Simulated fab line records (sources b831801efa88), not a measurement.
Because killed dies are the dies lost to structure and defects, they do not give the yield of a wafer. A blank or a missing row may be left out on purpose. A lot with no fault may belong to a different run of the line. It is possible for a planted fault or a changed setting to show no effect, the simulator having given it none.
8D (eight disciplines) problem report, filled in by code | flow gf180mcu | the parts of the form that need people (team, actions taken, sign-off) are left out

== 1. PROBLEM STATEMENT ==
strip_time_to_endpoint_s at GF_M1_STRIP_17 reads a mean of 7.79 s on 2 wafers of 2 lots; wafers without a fault read 7.39 s with a standard deviation of 0.059. That is +6.7 standard deviations from the usual mean.
The step: strips in O2/N2.
First seen on wafer L604.3, day 19 04:17, on plasma_asher-04. Wafers with a number at this step in the record: 36, from 12 lots. By rule, "out" or "out of limits" means more than 4 standard deviations away from the usual mean. All remaining wafers that have a number are taken as sound.

== 2. WHAT IT IS, WHAT IT ISN'T ==
question                    | is                               | is not
which readings at this step | strip_time_to_endpoint_s         | drypump_motor_current_A, heater_power_w, o2_flow_sccm, platen_temp_c
which lots                  | L604, L605                       | L602, L603, L608, L612, L614, L616, L617, L618, L619, L622
which wafers of those lots  | L604.3, L605.1                   | L604.4, L604.6, L605.2, L605.6
read on which tools         | plasma_asher-02, plasma_asher-04 | plasma_asher-03
when                        | from day 19 04:17                | up to then (8 sound wafers); but 26 sound wafers of L605, L608, L612, L614, L616, L617, L618, L619, L622 came after

== 3. SUSPECTS, AND WHAT RULES EACH OUT ==
Counting: a tool at a process step up to the reading stays a suspect if it ran every lot that is out. Sound lots after the first of them don't rule it out here, since some wafers of a struck lot are sound.
- rie_diel-01 at GF_CONTACT_ETCH_17 (etches SiO2 in C4F8/O2/Ar, stops on CoSi2, target depth 860 nm): kept. Ran every lot that is out, first one L604 (day 18 15:55); last sound lot up to then L602 (day 18 05:28). With no start given for some of its lots, GF_CONTACT_ETCH_17 uses the hours and lot order of GF_M1_COAT_09.
- litho_track-01 at GF_M1_COAT_09 (resist thk 1000 nm): kept. Ran every lot that is out, first one L604 (day 18 15:55); last sound lot up to then L603 (day 17 23:35).
Left after counting: rie_diel-01 at GF_CONTACT_ETCH_17, litho_track-01 at GF_M1_COAT_09.

== 4. THE CAUSE (what the simulator had put in) ==
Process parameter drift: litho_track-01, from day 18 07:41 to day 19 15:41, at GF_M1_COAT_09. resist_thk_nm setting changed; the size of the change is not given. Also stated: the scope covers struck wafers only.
2 suspects survive the count, and this tool is in that group.

== 5. THE CHAIN OF EFFECTS, in route order ==
One row per reading whose mean, taken over the struck wafers that have a number, lies over 3 standard deviations from the usual. Only readings whose record carries a usual standard deviation are examined. hours: median over the lots of the time between each lot's start at the first step of this table that gives one and its start at this step. sigmas: the change, counted in usual standard deviations.
hours | step           | reading                  | usual      | on struck wafers | change | sigmas
0     | GF_M1_STRIP_17 | oes_product_au           | 0.537 a.u. | 0.558            | +0.021 | +3.6
0     | GF_M1_STRIP_17 | strip_time_to_endpoint_s | 7.39 s     | 7.79             | +0.40  | +6.7
The process steps in it:
- GF_M1_STRIP_17: strips in O2/N2.
At these later measuring or inspecting steps, every struck wafer for which the step has a row has a number for every such reading, and none has moved that far: GF_V1_THK_MEAS_01.

== 6. WHAT WOULD HAVE CAUGHT IT SOONER ==
First out-of-limits reading in this record: day 19 04:17, which is 21 hours after fault onset at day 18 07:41.
Tool readings at GF_M1_COAT_09 with a usual standard deviation given in the record: none out on any struck wafer, hence no alarm at a limit of 4 standard deviations on them.
By day 19 04:17 the whole set of lots that are out, 2 in number, had already begun GF_M1_COAT_09 on litho_track-01. Holding the tool at that point would not have protected any of them.
